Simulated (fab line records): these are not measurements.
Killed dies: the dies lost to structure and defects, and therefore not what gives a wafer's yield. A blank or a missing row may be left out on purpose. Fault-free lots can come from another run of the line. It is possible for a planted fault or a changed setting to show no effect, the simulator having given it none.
Which tool was responsible? | flow gf180mcu | 39 wafers from 13 lots sampled at 3 of the route's 602 steps

== WHAT EACH GAUGE READ, for each wafer ==
GF_VT_IMPLANT_OVL_MEAS_29. Usual: for VT_IMPLANT_02_OVL the level is 0.6 nm and the standard deviation is 1.6.
lot  | measured     | on         | VT_IMPLANT_02_OVL (nm) | flag
L507 | day 7 02:05  | overlay-02 | 0.0 -1.9 -0.9          |
L510 | day 7 17:47  | overlay-01 | -0.7 -0.7 0.5          |
L511 | day 7 22:34  | overlay-01 | 1.1 1.6 0.4            |
L515 | day 9 00:40  | overlay-01 | 0.1 -0.6 -1.1          |
L516 | day 9 05:30  | overlay-01 | -0.7 1.9 3.0           |
L517 | day 9 13:32  | overlay-01 | 1.2 -0.9 1.5           |
L518 | day 9 20:10  | overlay-01 | -0.2 1.3 0.4           |
L519 | day 10 01:24 | overlay-01 | 1.0 2.7 1.8            |
L523 | day 11 05:03 | overlay-01 | 1.2 -0.4 1.6           |
L526 | day 12 01:34 | overlay-02 | -0.6 -2.1 -0.8         |
L527 | day 12 08:47 | overlay-02 | -0.8 -0.8 0.8          |
L528 | day 12 12:49 | overlay-01 | 1.4 1.9 2.5            |
L529 | day 12 23:01 | overlay-01 | 1.2 2.0 0.6            |

== WHICH TOOL RAN EACH LOT (tool, then ch and the chambers of the sampled wafers, then the start) ==
lot  | GF_DNWELL_STRIP_08                  | GF_VT_IMPLANT_STRIP_20
L507 | plasma asher-03 ch 0,1, day 2 22:59 | plasma asher-01 ch 0, day 6 10:14
L510 | plasma asher-01 ch 0,1, day 3 12:02 | plasma asher-02 ch 0,1, day 7 01:32
L511 | plasma asher-03 ch 0,1, day 3 15:42 | plasma asher-01 ch 0,1, day 7 05:59
L515 | plasma asher-01 ch 0,1, day 4 13:14 | plasma asher-04 ch 0,1, day 8 08:29
L516 | plasma asher-03 ch 0,1, day 4 17:44 | plasma asher-04 ch 0,1, day 8 12:40
L517 | plasma asher-01 ch 0,1, day 5 00:57 | plasma asher-04 ch 0,1, day 8 20:53
L518 | plasma asher-01 ch 0,1, day 5 04:32 | plasma asher-02 ch 0,1, day 9 03:20
L519 | plasma asher-02 ch 0,1, day 5 08:53 | plasma asher-01 ch 0,1, day 9 08:11
L523 | plasma asher-02 ch 0,1, day 6 06:59 | plasma asher-01 ch 0,1, day 10 10:56
L526 | plasma asher-02 ch 0,1, day 6 23:10 | plasma asher-01 ch 0,1, day 11 06:16
L527 | plasma asher-03 ch 0,1, day 7 06:20 | plasma asher-02 ch 0,1, day 11 13:56
L528 | plasma asher-02 ch 0,1, day 7 09:42 | plasma asher-01 ch 0,1, day 11 17:28
L529 | plasma asher-02 ch 0,1, day 7 16:06 | plasma asher-04 ch 0,1, day 12 03:26
- GF_DNWELL_STRIP_08: strips in O2/N2.
- GF_VT_IMPLANT_STRIP_20: strips in O2/N2.

== AS READ BY THE TOOLS THEMSELVES (means over the sampled wafers that have a number; for cases with no such wafer, the mark the record gives instead) ==
GF_DNWELL_STRIP_08. Usual: drypump motor current A 5.78 A, standard deviation 0.29; heater power w 339 W, standard deviation 42; oes product au 0.722 a.u., standard deviation 0.005; strip time to endpoint s 36.96 s, standard deviation 0.095.
lot  | tool            | drypump motor current A (A) | heater power w (W) | oes product au (a.u.) | strip time to endpoint s (s) | flag
L507 | plasma asher-03 | 5.63                        | 295                | 0.730                 | 36.91                        |
L510 | plasma asher-01 | 5.83                        | 343                | 0.720                 | 36.97                        |
L511 | plasma asher-03 | 5.60                        | 302                | 0.727                 | 36.96                        |
L515 | plasma asher-01 | 5.87                        | 340                | 0.722                 | 36.99                        |
L516 | plasma asher-03 | 5.59                        | 298                | 0.721                 | 36.90                        |
L517 | plasma asher-01 | 5.85                        | 337                | 0.719                 | 36.94                        |
L518 | plasma asher-01 | 6.13                        | 367                | 0.721                 | 37.09                        |
L519 | plasma asher-02 | 5.81                        | 385                | 0.723                 | 37.04                        |
L523 | plasma asher-02 | 5.80                        | 381                | 0.716                 | 37.19                        |
L526 | plasma asher-02 | 5.81                        | 377                | 0.723                 | 36.87                        |
L527 | plasma asher-03 | 5.58                        | 313                | 0.723                 | 36.98                        |
L528 | plasma asher-02 | 5.81                        | 383                | 0.721                 | 37.03                        |
L529 | plasma asher-02 | 5.77                        | 354                | 0.721                 | 37.03                        |

GF_VT_IMPLANT_STRIP_20. Usual: drypump motor current A 5.9 A, standard deviation 0.36; heater power w 353 W, standard deviation 41; oes product au 0.716 a.u., standard deviation 0.0046; strip time to endpoint s 12.641 s, standard deviation 0.03.
lot  | tool            | drypump motor current A (A) | heater power w (W) | oes product au (a.u.) | strip time to endpoint s (s) | flag
L507 | plasma asher-01 | 6.4                         | 377                | 0.717                 | 12.649                       |
L510 | plasma asher-02 | 5.8                         | 378                | 0.719                 | 12.629                       |
L511 | plasma asher-01 | 5.9                         | 342                | 0.719                 | 12.665                       |
L515 | plasma asher-04 | 6.0                         | 364                | 0.715                 | 12.601                       |
L516 | plasma asher-04 | 6.0                         | 364                | 0.718                 | 12.578                       |
L517 | plasma asher-04 | 6.0                         | 359                | 0.718                 | 12.658                       |
L518 | plasma asher-02 | 5.8                         | 381                | 0.712                 | 12.649                       |
L519 | plasma asher-01 | 5.9                         | 343                | 0.716                 | 12.655                       |
L523 | plasma asher-01 | 6.1                         | 358                | 0.717                 | 12.630                       |
L526 | plasma asher-01 | 5.9                         | 341                | 0.714                 | 12.643                       |
L527 | plasma asher-02 | 5.8                         | 357                | 0.720                 | 12.669                       |
L528 | plasma asher-01 | 5.9                         | 341                | 0.717                 | 12.625                       |
L529 | plasma asher-04 | 5.7                         | 327                | 0.718                 | 12.664                       |

== THE ANSWER, worked out from the rows above alone ==
Rule: take the mean of a lot's wafers that have a number; if it is more than 3 standard deviations from the usual mean, the lot is off. A lot without any number at a reading at which 4 lots or more have one is off too. All remaining lots with rows at the step are treated as sound. After the gauges, taken in route order, come the tools' own readings; for these a lot's mean is taken, as printed above. At the first step where some lot is off, the reading lying furthest off is the one used; lots without a number count as furthest.
None of the lots is off at any reading shown; this tells nothing.

== WHAT HAD BEEN PUT IN BY THE SIMULATOR ==
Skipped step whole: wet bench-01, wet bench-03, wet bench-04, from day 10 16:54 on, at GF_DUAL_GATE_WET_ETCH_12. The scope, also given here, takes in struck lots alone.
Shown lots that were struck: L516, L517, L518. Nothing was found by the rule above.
